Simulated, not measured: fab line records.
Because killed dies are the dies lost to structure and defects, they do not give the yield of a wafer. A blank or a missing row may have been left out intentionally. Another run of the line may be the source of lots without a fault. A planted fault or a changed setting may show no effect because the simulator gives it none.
fab line records	flow sky130
record lots=13	wafers=39	lastDay=50
route steps=708 shown FIELD_ISO@11 VT_ADJUST_PCH@150 PAD_OPEN@708
lots untouched by any fault: they come from a run of this same line in which no faults occurred
startH: hours from the record's first day to the start of the lot's first wafer shown	waitH: hours since the lot's step before	" same as the row above	L1.1+2: one row covering several wafers at once	- either no value or no given start	* or withheld: withheld	< > ~ a bound
route shown NAME@n: a module of which the file shows steps, and the number in the route of the first	usual: average and standard deviation across the fault-free wafers	same: alike in all rows	chamber/n: place in a boat	sites: the reading at each site	_std_site: the standard deviation of these	_edge_site: inner sites' mean taken away from outer sites' mean	radiusMm: how far each site lies from the wafer's centre	mask NAME#n: copy n	behind: the most recent tool/chamber to have shaped the wafer	hold: why the lot was held/for how many hours/how that ended	device: names the non-switching transistor (n, p or np)	end of line: at the end of the route, the tests of the same wafers	a step without rows: its recipe alone	killed: not the wafer's yield, but the dies lost to structure and defects at the first sort	map: per-die view of a wafer (x killed, . not killed, _ where there is no die)
set.NAME: the run value of the setting; set.NAME@STEP: its run value at that earlier step	model.NAME: the simulator's own value behind a step, which no gauge read
steps of the route over a sample of lots; a table a step, a row a wafer
services: from which hour (startH, from the record's first day; less than 0 if before it) a tool's chamber was out of use, for how many hours, and why
## steps
# step SKY_FIELD_ISO_EXPOSE_10
# recipe maskId=FOM	na=0.68	sourceShape=annular	sigmaInner=0.4	sigmaOuter=0.8	targetCdNm=150	doseMj=28
lot.wafer	tool	chamber	startH	waitH	mask
L410.2+3+6	krfScanner-01	0	20.33	-	FOM#0
L412.1+5+6	krfScanner-01	0	33.13	-	FOM#0
L413.2+4+6	krfScanner-02	0	37.03	-	FOM#0
L415.2+4+5	krfScanner-01	0	49.33	-	FOM#0
L416.3+4+5	krfScanner-01	0	52.92	-	FOM#0
L417.3+4+5	krfScanner-02	0	57.55	-	FOM#0
L418.4+5+6	krfScanner-01	0	64.97	-	FOM#0
L420.3+5+6	krfScanner-01	0	71.35	-	FOM#0
L426.4+5+6	krfScanner-02	0	103.64	-	FOM#0
L430.1+2+3	krfScanner-02	0	123.01	-	FOM#0
L431.3+4+5	krfScanner-01	0	130.30	-	FOM#0
L432.1+3+6	krfScanner-02	0	134.76	-	FOM#0
L433.1+2+4	krfScanner-02	0	138.68	-	FOM#0
# step SKY_FIELD_ISO_CD_MEAS_13
# recipe targetCdNm=150
# usual cdNm=149.4/1.6
lot.wafer	tool	chamber	startH	waitH	hold	cdNm
L410.2	cdSem-01	-	27.71	-	-	149.7
L410.3	"	-	"	"	-	148.6
L410.6	"	-	"	"	-	149.1
L412.1	cdSem-01	-	39.69	-	-	149.5
L412.5	"	-	"	"	-	150.2
L412.6	"	-	"	"	-	149.6
L413.2	cdSem-02	-	44.31	-	-	148.1
L413.4	"	-	"	"	-	147.9
L413.6	"	-	"	"	-	148.0
L415.2	cdSem-01	-	56.61	-	-	148.9
L415.4	"	-	"	"	-	149.5
L415.5	"	-	"	"	-	150.9
L416.3	cdSem-02	-	61.02	-	-	147.7
L416.4	"	-	"	"	-	148.6
L416.5	"	-	"	"	-	148.5
L417.3	cdSem-02	-	65.72	-	-	149.4
L417.4	"	-	"	"	-	150.3
L417.5	"	-	"	"	-	149.4
L418.4	cdSem-02	-	72.95	-	awaitDispo/0.2h/release	96.9
L418.5	"	-	"	"	awaitDispo/0.2h/release	112.2
L418.6	"	-	"	"	awaitDispo/0.2h/release	94.4
L418.4	cdSem-02	-	73.23	0.3	-	96.7
L418.5	"	-	"	"	-	112.4
L418.6	"	-	"	"	-	94.5
L420.3	cdSem-01	-	80.08	-	awaitDispo/0.2h/release	104.7
L420.5	"	-	"	"	awaitDispo/0.2h/release	135.6
L420.6	"	-	"	"	awaitDispo/0.2h/release	100.6
L420.3	cdSem-01	-	80.36	0.3	-	104.4
L420.5	"	-	"	"	-	135.8
L420.6	"	-	"	"	-	100.8
L426.4	cdSem-02	-	112.80	-	-	145.6
L426.5	"	-	"	"	-	146.3
L426.6	"	-	"	"	-	147.1
L430.1	cdSem-01	-	132.54	-	-	150.0
L430.2	"	-	"	"	-	150.5
L430.3	"	-	"	"	-	150.2
L431.3	cdSem-01	-	139.67	-	-	148.7
L431.4	"	-	"	"	-	150.0
L431.5	"	-	"	"	-	148.2
L432.1	cdSem-01	-	144.33	-	-	147.2
L432.3	"	-	"	"	-	148.7
L432.6	"	-	"	"	-	147.4
L433.1	cdSem-01	-	148.24	-	-	151.6
L433.2	"	-	"	"	-	151.4
L433.4	"	-	"	"	-	152.7
# step SKY_FIELD_ISO_ETCH_17
# recipe targetDepthA=3420	maskMaterial=Si3N4	chemistry=HBr/Cl2/O2	target=Si	taperDeg=5	icpW=600	biasW=150	pressureMtorr=15	HBr_flow_sccm=150	Cl2_flow_sccm=40	O2_flow_sccm=6	timeS=97.7
# usual drypumpMotorCurrentA=5.35/0.25	mfcCl2Sccm=40.00/0.12	oesProductAu=1.002/0.0078	throttleValvePct=25.655/0.0094
lot.wafer	tool	chamber	startH	waitH	drypumpMotorCurrentA	mfcCl2Sccm	oesProductAu	rfHoursCounterH	throttleValvePct
L410.2	rieSi-02	2	28.00	0.1	5.49	39.87	0.996	110	25.659
L410.3	"	0	"	"	5.03	40.06	0.997	63	25.642
L410.6	"	3	"	"	5.61	39.81	0.996	-	25.663
L412.1	rieSi-02	1	40.00	0.1	5.61	39.92	1.005	84	25.655
L412.5	"	1	"	"	5.64	40.08	1.004	-	25.652
L412.6	"	0	"	"	5.02	39.89	1.008	-	25.645
L413.2	rieSi-02	3	44.60	0.1	5.58	40.03	0.996	74	25.662
L413.4	"	1	"	"	5.61	39.98	0.996	84	25.644
L413.6	"	2	"	"	5.47	39.75	1.006	-	25.673
L415.2	rieSi-01	0	56.90	0.1	4.97	39.86	1.003	75	25.669
L415.4	"	3	"	"	5.24	39.90	1.012	143	25.657
L415.5	"	3	"	"	5.26	40.01	0.998	-	25.634
L416.3	rieSi-02	3	61.34	0.1	5.60	40.15	1.000	-	25.653
L416.4	"	0	"	"	5.03	40.13	1.015	-	25.634
L416.5	"	0	"	"	5.03	40.16	1.024	-	25.644
L417.3	rieSi-02	2	66.00	0.0	5.49	39.87	1.003	110	25.647
L417.4	"	3	"	"	5.60	40.16	0.993	-	25.652
L417.5	"	2	"	"	5.48	39.84	0.997	-	25.644
L418.4	rieSi-02	0	76.75	0.1	5.02	39.82	1.018	-	25.657
L418.5	"	3	"	"	5.59	40.11	1.000	-	25.660
L418.6	"	2	"	"	5.50	40.19	1.006	-	25.646
L420.3	rieSi-01	3	82.78	0.0	5.23	39.98	1.016	143	25.634
L420.5	"	0	"	"	5.03	40.10	0.997	-	25.665
L420.6	"	1	"	"	5.60	39.84	1.014	-	25.658
L426.4	rieSi-02	0	113.05	0.0	5.05	39.88	1.008	64	25.671
L426.5	"	2	"	"	5.47	39.94	1.008	-	25.664
L426.6	"	1	"	"	5.62	40.07	1.001	-	25.652
L430.1	rieSi-02	3	132.85	0.1	5.60	40.07	1.001	75	25.653
L430.2	"	2	"	"	5.49	39.92	1.006	111	25.645
L430.3	"	0	"	"	5.02	40.02	1.003	64	25.647
L431.3	rieSi-02	3	139.95	0.0	5.59	40.07	0.999	75	25.647
L431.4	"	0	"	"	5.03	40.20	1.002	64	25.655
L431.5	"	2	"	"	5.47	39.78	1.010	-	25.659
L432.1	rieSi-01	0	144.65	0.1	4.97	40.17	0.996	76	25.666
L432.3	"	3	"	"	5.25	39.95	1.000	0	25.640
L432.6	"	3	"	"	5.24	40.08	1.000	-	25.651
L433.1	rieSi-01	0	148.55	0.1	4.98	39.99	0.998	76	25.667
L433.2	"	2	"	"	5.14	39.82	1.004	48	25.650
L433.4	"	3	"	"	5.26	40.20	1.004	0	25.651
# step SKY_VT_ADJUST_PCH_OVL_MEAS_07
# usual VT_ADJUST_PCH_OVL=0.0/1.2
lot.wafer	tool	chamber	startH	waitH	VT_ADJUST_PCH_OVL[nm]
L410.2	overlay-01	-	220.69	-	-0.8
L410.3	"	-	"	"	0.1
L410.6	"	-	"	"	-0.2
L412.1	overlay-01	-	243.29	-	-1.2
L412.5	"	-	"	"	0.0
L412.6	"	-	"	"	0.0
L413.2	overlay-02	-	245.89	-	-2.2
L413.4	"	-	"	"	0.1
L413.6	"	-	"	"	-1.2
L415.2	overlay-01	-	264.74	-	0.5
L415.4	"	-	"	"	-1.6
L415.5	"	-	"	"	0.6
L416.3	overlay-02	-	273.39	-	1.1
L416.4	"	-	"	"	0.7
L416.5	"	-	"	"	-0.5
L417.3	overlay-01	-	281.40	-	-0.7
L417.4	"	-	"	"	1.7
L417.5	"	-	"	"	0.2
L420.5	overlay-01	-	300.30	-	2.9
L426.4	overlay-01	-	353.75	-	0.0
L426.5	"	-	"	"	0.8
L426.6	"	-	"	"	-0.6
L430.1	overlay-02	-	377.93	-	-1.1
L430.2	"	-	"	"	2.8
L430.3	"	-	"	"	0.2
L431.3	overlay-02	-	384.95	-	0.8
L431.4	"	-	"	"	2.0
L431.5	"	-	"	"	0.1
L432.1	overlay-01	-	392.38	-	-0.1
L432.3	"	-	"	"	0.1
L432.6	"	-	"	"	0.4
L433.1	overlay-02	-	416.63	-	0.0
L433.2	"	-	"	"	-0.7
L433.4	"	-	"	"	-0.2
# step SKY_PAD_OPEN_PROBE_99
# usual killed_at_M0_to_M3=45/6.8	killed_at_M4_up=3.0/1.7	killedAtContacts=25/5.7	killedAtFrontEnd=15/4.6	killedAtOther=0.3/0.66	killedDies=88/9.5	killedOnRim=17/3.6	killedOpen=48/7.3	killedShort=39/6.5
# same grossDies=492	killedAtBackSide=0
lot.wafer	tool	chamber	startH	waitH	hold	killed_at_M0_to_M3	killed_at_M4_up	killedAtContacts	killedAtFrontEnd	killedAtOther	killedDies	killedOnRim	killedOpen	killedShort
L410.2	prober-01	-	1071.65	0.1	-	49	3	14	19	0	85	14	47	38
L410.3	prober-01	-	1071.70	0.2	-	40	3	21	19	1	84	17	42	41
L410.6	prober-01	-	1071.85	0.2	-	39	4	16	26	0	85	18	53	31
L412.1	prober-01	-	1088.20	0.1	-	47	5	21	26	0	99	20	59	40
L412.5	prober-01	-	1088.40	0.2	-	42	3	18	15	0	78	13	43	34
L412.6	prober-01	-	1088.45	0.2	-	44	1	25	7	1	78	15	43	34
L413.2	prober-01	-	1088.63	0.1	-	42	2	22	19	0	85	15	48	37
L413.4	prober-01	-	1088.73	0.2	-	43	2	19	14	0	78	14	42	35
L413.6	prober-01	-	1088.83	0.2	-	34	1	21	13	0	69	16	41	27
L415.2	prober-01	-	1108.20	0.1	-	49	3	34	15	0	101	20	58	43
L415.4	prober-01	-	1108.30	0.2	-	40	4	17	18	0	79	12	45	34
L415.5	prober-01	-	1108.35	0.2	-	45	4	24	14	0	87	22	53	34
L416.3	prober-02	-	1112.16	0.2	-	40	1	16	21	0	78	14	43	35
L416.4	prober-02	-	1112.21	0.2	-	32	3	18	19	0	72	12	37	34
L416.5	prober-02	-	1112.26	0.2	-	43	3	28	16	0	90	21	45	45
L417.3	prober-01	-	1120.05	0.2	-	44	1	29	13	1	88	17	53	35
L417.4	prober-01	-	1120.10	0.2	-	37	2	17	8	0	64	16	30	32
L417.5	prober-01	-	1120.15	0.2	-	43	4	25	12	1	85	16	52	32
L418.4	prober-02	-	1126.55	0.2	awaitDispo/3.7h/scrap	40	1	25	426	0	492	96	45	40
L418.5	prober-02	-	1126.60	0.2	awaitDispo/3.7h/scrap	51	4	22	411	0	488	94	41	50
L418.6	prober-02	-	1126.65	0.2	awaitDispo/3.7h/scrap	41	6	28	417	0	492	96	49	49
L420.3	prober-02	-	1133.37	0.2	awaitDispo/1.8h/scrap	41	3	25	423	0	492	96	51	33
L420.5	prober-02	-	1133.47	0.2	awaitDispo/1.8h/scrap	37	3	21	26	0	87	14	49	37
L420.6	prober-02	-	1133.52	0.2	awaitDispo/1.8h/scrap	43	1	18	429	1	492	96	41	35
L426.4	prober-02	-	1170.75	0.2	-	40	2	22	16	2	82	20	44	35
L426.5	prober-02	-	1170.80	0.2	-	37	1	24	14	2	78	13	41	32
L426.6	prober-02	-	1170.85	0.2	-	47	1	24	26	4	102	22	55	43
L430.1	prober-02	-	1185.91	0.1	-	40	5	17	9	1	72	13	27	44
L430.2	prober-02	-	1185.96	0.1	-	46	2	23	19	0	90	19	51	38
L430.3	prober-02	-	1186.01	0.2	-	46	2	28	11	0	87	20	44	43
L431.3	prober-01	-	1191.00	0.2	-	47	6	29	11	0	93	16	55	38
L431.4	prober-01	-	1191.05	0.2	-	51	4	26	8	1	90	15	45	45
L431.5	prober-01	-	1191.10	0.2	-	63	2	32	11	0	108	19	61	47
L432.1	prober-01	-	1193.34	0.1	-	63	2	28	13	1	107	19	64	42
L432.3	prober-01	-	1193.44	0.2	-	45	4	32	11	1	93	23	45	47
L432.6	prober-01	-	1193.59	0.2	-	45	2	31	9	0	87	21	56	30
L433.1	prober-02	-	1205.81	0.1	-	51	2	24	8	0	85	17	48	37
L433.2	prober-02	-	1205.86	0.1	-	54	1	20	20	0	95	13	62	33
L433.4	prober-02	-	1205.96	0.2	-	44	2	18	14	0	78	15	49	29
# killed by level:class
L410.2 VIA1:geometricParticle:open=13 FIELD_ISO:geometricParticle:short=6 METAL2:geometricParticle:short=6 VIA2:geometricParticle:open=5 POLY_GATE:geometricParticle:open=4 CONTACT:geometricParticle:short=4 CONTACT:geometricParticle:open=4 METAL1:geometricParticle:short=4
L410.3 VIA1:geometricParticle:open=10 FIELD_ISO:geometricParticle:open=7 CONTACT:geometricParticle:open=7 VIA1:geometricParticle:short=7 POLY_GATE:geometricParticle:short=5 CONTACT:geometricParticle:short=5 LI_CONTACT:geometricParticle:open=4 LOCAL_INTERCONNECT:geometricParticle:short=4
L410.6 VIA1:geometricParticle:open=10 FIELD_ISO:geometricParticle:open=9 VIA3:geometricParticle:open=8 CONTACT:geometricParticle:open=6 POLY_GATE:geometricParticle:open=5 LI_CONTACT:geometricParticle:open=5 FIELD_ISO:geometricParticle:short=4 VIA3:geometricParticle:short=4
L412.1 CONTACT:geometricParticle:open=11 VIA2:geometricParticle:open=10 VIA1:geometricParticle:open=9 METAL2:geometricParticle:short=8 FIELD_ISO:geometricParticle:open=6 POLY_GATE:geometricParticle:open=6 FIELD_ISO:geometricParticle:short=5 VIA1:geometricParticle:short=5
L412.5 VIA1:geometricParticle:open=10 LI_CONTACT:geometricParticle:open=9 VIA3:geometricParticle:open=8 METAL2:geometricParticle:short=6 FIELD_ISO:geometricParticle:short=5 CONTACT:geometricParticle:open=5 VIA1:geometricParticle:short=4 VIA3:geometricParticle:short=4
L412.6 VIA1:geometricParticle:open=11 CONTACT:geometricParticle:open=9 CONTACT:geometricParticle:short=8 VIA3:geometricParticle:open=8 LI_CONTACT:geometricParticle:open=5 VIA2:geometricParticle:open=5 METAL1:geometricParticle:short=4 VIA2:geometricParticle:short=4
L413.2 VIA1:geometricParticle:open=16 LI_CONTACT:geometricParticle:open=9 CONTACT:geometricParticle:open=6 VIA1:geometricParticle:short=6 FIELD_ISO:geometricParticle:open=5 METAL1:geometricParticle:short=5 FIELD_ISO:geometricParticle:short=4 POLY_GATE:geometricParticle:short=4
L413.4 VIA1:geometricParticle:open=11 CONTACT:geometricParticle:open=7 METAL1:geometricParticle:short=6 VIA3:geometricParticle:open=6 FIELD_ISO:geometricParticle:open=5 FIELD_ISO:geometricParticle:short=4 VIA2:geometricParticle:open=4 VIA2:geometricParticle:short=4
L413.6 VIA1:geometricParticle:open=8 LI_CONTACT:geometricParticle:open=7 CONTACT:geometricParticle:open=6 VIA3:geometricParticle:open=6 FIELD_ISO:geometricParticle:open=5 FIELD_ISO:geometricParticle:short=4 VIA1:geometricParticle:short=4 LOCAL_INTERCONNECT:geometricParticle:short=4
L415.2 VIA1:geometricParticle:open=12 VIA2:geometricParticle:open=12 LI_CONTACT:geometricParticle:open=8 LOCAL_INTERCONNECT:geometricParticle:short=8 CONTACT:geometricParticle:open=8 VIA3:geometricParticle:open=8 VIA1:geometricParticle:short=7 CONTACT:geometricParticle:short=6
L415.4 VIA1:geometricParticle:open=11 LI_CONTACT:geometricParticle:open=6 VIA2:geometricParticle:open=6 FIELD_ISO:geometricParticle:short=5 CONTACT:geometricParticle:open=5 METAL3:geometricParticle:short=5 VIA3:geometricParticle:open=5 POLY_GATE:geometricParticle:open=4
L415.5 VIA1:geometricParticle:open=13 CONTACT:geometricParticle:open=11 VIA2:geometricParticle:open=9 VIA1:geometricParticle:short=8 METAL1:geometricParticle:short=5 VIA3:geometricParticle:open=5 FIELD_ISO:geometricParticle:short=4 CONTACT:geometricParticle:short=4
L416.3 VIA1:geometricParticle:open=11 VIA1:geometricParticle:short=7 FIELD_ISO:geometricParticle:open=6 LI_CONTACT:geometricParticle:open=6 POLY_GATE:geometricParticle:open=5 METAL2:geometricParticle:short=5 VIA3:geometricParticle:open=5 FIELD_ISO:geometricParticle:short=4
L416.4 LI_CONTACT:geometricParticle:open=9 METAL1:geometricParticle:short=8 VIA1:geometricParticle:open=7 FIELD_ISO:geometricParticle:short=5 POLY_GATE:geometricParticle:open=5 VIA2:geometricParticle:open=5 FIELD_ISO:geometricParticle:open=4 VIA1:geometricParticle:short=4
L416.5 CONTACT:geometricParticle:open=10 METAL1:geometricParticle:short=7 VIA2:geometricParticle:open=6 POLY_GATE:geometricParticle:short=6 CONTACT:geometricParticle:short=6 VIA3:geometricParticle:open=6 FIELD_ISO:geometricParticle:open=5 LI_CONTACT:geometricParticle:open=5
L417.3 LI_CONTACT:geometricParticle:open=12 METAL2:geometricParticle:short=9 VIA2:geometricParticle:open=9 CONTACT:geometricParticle:open=8 VIA1:geometricParticle:open=7 FIELD_ISO:geometricParticle:open=6 VIA3:geometricParticle:open=5 LI_CONTACT:geometricParticle:short=4
L417.4 VIA1:geometricParticle:open=14 CONTACT:geometricParticle:short=5 VIA3:geometricParticle:open=5 LOCAL_INTERCONNECT:geometricParticle:short=4 CONTACT:geometricParticle:open=4 VIA1:geometricParticle:short=4 METAL2:geometricParticle:short=4 FIELD_ISO:geometricParticle:short=3
L417.5 VIA1:geometricParticle:open=13 LI_CONTACT:geometricParticle:open=7 CONTACT:geometricParticle:open=7 VIA3:geometricParticle:open=6 CONTACT:geometricParticle:short=5 VIA2:geometricParticle:open=5 FIELD_ISO:geometricParticle:open=4 METAL2:geometricParticle:short=4
L418.4 FIELD_ISO:areaExpose=405 VIA1:geometricParticle:open=12 FIELD_ISO:geometricParticle:open=7 FIELD_ISO:geometricParticle:short=6 CONTACT:geometricParticle:open=6 VIA1:geometricParticle:short=5 LI_CONTACT:geometricParticle:open=5 LOCAL_INTERCONNECT:geometricParticle:short=5
L418.5 FIELD_ISO:areaExpose=396 LI_CONTACT:geometricParticle:open=8 VIA1:geometricParticle:short=8 VIA1:geometricParticle:open=8 VIA2:geometricParticle:open=8 CONTACT:geometricParticle:open=7 METAL1:geometricParticle:short=7 POLY_GATE:geometricParticle:short=5
L418.6 FIELD_ISO:areaExpose=393 FIELD_ISO:geometricParticle:short=14 VIA1:geometricParticle:open=10 LI_CONTACT:geometricParticle:open=9 CONTACT:geometricParticle:open=8 VIA1:geometricParticle:short=7 FIELD_ISO:geometricParticle:open=4 LI_CONTACT:geometricParticle:short=4
L420.3 FIELD_ISO:areaExpose=408 CONTACT:geometricParticle:open=13 VIA1:geometricParticle:open=10 VIA3:geometricParticle:open=7 CONTACT:geometricParticle:short=5 METAL2:geometricParticle:short=5 FIELD_ISO:geometricParticle:short=4 POLY_GATE:geometricParticle:short=4
L420.5 CONTACT:geometricParticle:open=11 VIA1:geometricParticle:open=8 FIELD_ISO:geometricParticle:short=6 FIELD_ISO:geometricParticle:open=5 POLY_GATE:geometricParticle:open=5 VIA3:geometricParticle:open=5 METAL1:geometricParticle:short=4 METAL2:geometricParticle:short=4
L420.6 FIELD_ISO:areaExpose=416 CONTACT:geometricParticle:open=9 VIA1:geometricParticle:open=8 METAL2:geometricParticle:short=7 LI_CONTACT:geometricParticle:open=5 VIA3:geometricParticle:open=5 VIA2:geometricParticle:open=5 FIELD_ISO:geometricParticle:open=4
L426.4 VIA1:geometricParticle:open=8 VIA2:geometricParticle:open=7 LI_CONTACT:geometricParticle:open=6 CONTACT:geometricParticle:short=6 POLY_GATE:geometricParticle:short=5 CONTACT:geometricParticle:open=5 METAL1:geometricParticle:short=5 VIA1:geometricParticle:short=5
L426.5 LI_CONTACT:geometricParticle:open=9 VIA2:geometricParticle:open=9 POLY_GATE:geometricParticle:open=6 VIA1:geometricParticle:short=6 FIELD_ISO:geometricParticle:short=4 LOCAL_INTERCONNECT:geometricParticle:short=4 CONTACT:geometricParticle:open=4 METAL1:geometricParticle:short=4
L426.6 VIA1:geometricParticle:open=13 LI_CONTACT:geometricParticle:open=9 FIELD_ISO:geometricParticle:open=7 FIELD_ISO:geometricParticle:short=7 VIA3:geometricParticle:open=7 VIA3:geometricParticle:short=7 CONTACT:geometricParticle:open=5 VIA1:geometricParticle:short=5
L430.1 VIA1:geometricParticle:open=8 VIA1:geometricParticle:short=8 VIA3:geometricParticle:open=7 CONTACT:geometricParticle:open=6 LOCAL_INTERCONNECT:geometricParticle:short=5 METAL1:geometricParticle:short=5 FIELD_ISO:geometricParticle:short=4 CONTACT:geometricParticle:short=4
L430.2 CONTACT:geometricParticle:open=12 VIA1:geometricParticle:open=10 VIA3:geometricParticle:open=9 FIELD_ISO:geometricParticle:open=5 METAL2:geometricParticle:short=5 VIA2:geometricParticle:short=5 POLY_GATE:geometricParticle:open=4 LI_CONTACT:geometricParticle:open=4
L430.3 CONTACT:geometricParticle:open=14 CONTACT:geometricParticle:short=9 METAL1:geometricParticle:short=8 VIA1:geometricParticle:open=7 VIA1:geometricParticle:short=6 METAL2:geometricParticle:short=5 VIA3:geometricParticle:open=5 FIELD_ISO:geometricParticle:open=4
L431.3 VIA1:geometricParticle:open=15 CONTACT:geometricParticle:open=14 LI_CONTACT:geometricParticle:open=8 VIA1:geometricParticle:short=7 METAL1:geometricParticle:short=6 VIA2:geometricParticle:short=6 VIA2:geometricParticle:open=5 FIELD_ISO:geometricParticle:open=4
L431.4 VIA1:geometricParticle:open=14 CONTACT:geometricParticle:short=8 CONTACT:geometricParticle:open=7 METAL1:geometricParticle:short=7 VIA1:geometricParticle:short=7 LI_CONTACT:geometricParticle:open=5 VIA3:geometricParticle:open=5 LOCAL_INTERCONNECT:geometricParticle:short=5
L431.5 VIA1:geometricParticle:open=15 LI_CONTACT:geometricParticle:open=9 CONTACT:geometricParticle:short=8 VIA2:geometricParticle:open=8 VIA3:geometricParticle:open=8 CONTACT:geometricParticle:open=7 LOCAL_INTERCONNECT:geometricParticle:short=6 VIA2:geometricParticle:short=5
L432.1 VIA1:geometricParticle:open=19 VIA2:geometricParticle:open=10 CONTACT:geometricParticle:open=9 VIA1:geometricParticle:short=8 CONTACT:geometricParticle:short=8 LI_CONTACT:geometricParticle:open=6 METAL2:geometricParticle:short=6 VIA3:geometricParticle:open=6
L432.3 CONTACT:geometricParticle:open=8 METAL1:geometricParticle:short=8 VIA1:geometricParticle:open=8 CONTACT:geometricParticle:short=7 LOCAL_INTERCONNECT:geometricParticle:short=7 LI_CONTACT:geometricParticle:open=6 METAL2:geometricParticle:short=6 VIA3:geometricParticle:open=6
L432.6 VIA1:geometricParticle:open=13 CONTACT:geometricParticle:open=11 LI_CONTACT:geometricParticle:open=8 VIA3:geometricParticle:open=6 VIA2:geometricParticle:open=6 METAL1:geometricParticle:short=5 METAL2:geometricParticle:short=5 LOCAL_INTERCONNECT:geometricParticle:short=4
L433.1 VIA1:geometricParticle:open=17 LI_CONTACT:geometricParticle:open=8 CONTACT:geometricParticle:open=6 METAL2:geometricParticle:short=6 VIA2:geometricParticle:open=5 LOCAL_INTERCONNECT:geometricParticle:short=4 METAL1:geometricParticle:short=4 VIA1:geometricParticle:short=4
L433.2 VIA1:geometricParticle:open=21 VIA2:geometricParticle:open=11 POLY_GATE:geometricParticle:open=8 LI_CONTACT:geometricParticle:open=7 POLY_GATE:geometricParticle:short=6 CONTACT:geometricParticle:open=6 METAL1:geometricParticle:short=4 METAL2:geometricParticle:short=4
L433.4 VIA1:geometricParticle:open=14 VIA3:geometricParticle:open=9 LI_CONTACT:geometricParticle:open=8 METAL2:geometricParticle:short=6 VIA1:geometricParticle:short=5 FIELD_ISO:geometricParticle:open=4 POLY_GATE:geometricParticle:short=3 POLY_GATE:geometricParticle:open=3
## services
tool	chamber	startH	hours	kind
krfScanner-01	-	-3.55	1.3	pm
krfScanner-02	-	4.31	3.6	pm
krfScanner-02	-	7.86	1.0	pm
krfScanner-01	0	11.96	-	calibration
krfScanner-01	-	16.56	0.8	pm
krfScanner-01	-	20.83	0.8	pm
krfScanner-01	-	35.55	4.4	pm
rieSi-02	2	57.74	8.0	repair
rieSi-02	1	58.81	29.7	repair
krfScanner-02	-	61.76	0.8	pm
krfScanner-02	0	71.78	-	calibration
krfScanner-01	-	90.71	1.0	pm
rieSi-01	3	110.47	-	clean
rieSi-01	3	110.47	24.4	scheduledDown
rieSi-01	3	110.47	24.4	ventCycle
rieSi-02	-	128.76	2.8	pm
## key
firstSign step=SKY_FIELD_ISO_CD_MEAS_13	reading=visit	direction=added
effect step=SKY_FIELD_ISO_CD_MEAS_13	reading=cdNm	direction=down	sigmas=27	usual=149.4	struck=107.4
effect step=SKY_PAD_OPEN_PROBE_99	reading=killedAtFrontEnd	direction=up	sigmas=74	usual=15	struck=355	wafersMoved=5
moreKillsBornAt SKY_FIELD_ISO_EXPOSE_10@krfScanner-01=2019
metAt SKY_FIELD_ISO_EXPOSE_10
struckLots L418,L420
laterRowsLeftOut L418.4,L418.5,L418.6,L420.3,L420.6
testerLeftOut L418,L420
notActingAt SKY_FIELD_ISO_ETCH_17,SKY_VT_ADJUST_PCH_OVL_MEAS_07
onsetBetween 52.92 64.97
fault kind=processParameterDrift	tool=krfScanner-01	chamber=-	onsetH=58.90	steps=SKY_FIELD_ISO_EXPOSE_10	channel=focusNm	offset=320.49	spreadByWafer=0.3	shape=step	endH=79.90
# testerLeftOut: of these lots the tester's yield and bins aren't shown, on N5 and GAA mostly nor the transistor test; their killed dies are dies lost to structure and defects alone, not to doping, threshold or leakage, so they don't give the yield
# laterRowsLeftOut: the simulator's readings of these wafers behind a module that went badly wrong aren't trusted and aren't shown, but for the sort
